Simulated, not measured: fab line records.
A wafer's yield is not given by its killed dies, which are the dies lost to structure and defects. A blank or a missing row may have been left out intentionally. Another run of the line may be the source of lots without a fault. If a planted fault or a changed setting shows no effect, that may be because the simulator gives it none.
Comparing a struck lot with a sound one ; flow sky130 ; 15 steps out of a route of 708
Sound: the wafers L309.1, L309.5, L309.6. Struck: wafers L304.2, L304.4, L304.6. Last of all comes the cause.
For every step that has rows: the tool of each side, followed by ch and its chambers, followed by its first start. Under that, the readings that differ: sound wafers ; struck wafers ; difference of the means ; sigmas: that difference in standard deviations of wafers without a fault.
alike: same words and numbers on both sides, and readings whose means sit less than 2 such deviations apart. not compared: any withheld reading, any reading some wafer has no value for, any bound like >300 that may hide the same value, and any number with overlapping values for which the record gives no deviation.
A row with sigmas, a row that says differs or no value, or rows on one side alone: a step with any of these is where the two part. Non-overlapping numbers with no deviation appear without sigmas and do not part them. Lack of a reading on every wafer of one side parts them only where that side has two or more wafers.

first, 4 steps without rows for these wafers: SKY_LDD_HVN_SOFTBAKE_03 (time 60 s); SKY_LDD_HVN_EXPOSE_04 (exposes mask HVNTM, target cd 700 nm); SKY_LDD_HVN_PEB_05; SKY_LDD_HVN_DEVELOP_06 (develop time 60 s).
SKY_LDD_HVN_OVL_MEAS_07:
  struck on overlay-02, day 25 12:33; sound on overlay-01, day 27 21:38
  alike: LDD_HVN_OVL
next, for these wafers, 1 step has no rows: SKY_LDD_HVN_IMPLANT_08.
SKY_LDD_HVN_STRIP_09: strips in O2/N2.
  sound on plasma asher-02 ch 0,1, day 27 21:51; struck on plasma asher-01 ch 0,1, day 25 12:44
  alike: drypump motor current A, oes product au, strip time to endpoint s
  not compared: rf hours counter h
SKY_LDD_HVN_TW_MEAS_10:
  struck on film metro-01, day 25 12:50; sound on film metro-03, day 27 21:57
  alike: LDD_HVN_TW
then, 4 steps without rows for these wafers: SKY_LDD_HVP_DEHYDRATE_00 (time 60 s); SKY_LDD_HVP_HMDS_01 (prime time 60 s); SKY_LDD_HVP_COAT_02 (resist thk 300 nm); SKY_LDD_HVP_SOFTBAKE_03 (time 60 s).
SKY_LDD_HVP_EXPOSE_04: exposes mask HVPTM, target cd 700 nm.
  sound on iline stepper-01 ch 0, day 28 11:10; struck on iline stepper-02 ch 0, day 26 04:05
reading;sound;struck;difference;sigmas
exposure dose mJ cm2;86.05 86.08 85.96;81.99 81.99 81.87;-4.08;-52
  alike: mask
then, 2 steps without rows for these wafers: SKY_LDD_HVP_PEB_05; SKY_PAD_OPEN_PROBE_99.

## WHERE THEY PART
Only at SKY_LDD_HVP_EXPOSE_04, as far as this record shows.

WHY: what had been put in by the simulator
Drift in process parameters on iline stepper-02 at SKY_LDD_HVP_EXPOSE_04, starting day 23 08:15. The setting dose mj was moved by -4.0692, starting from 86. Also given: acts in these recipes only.
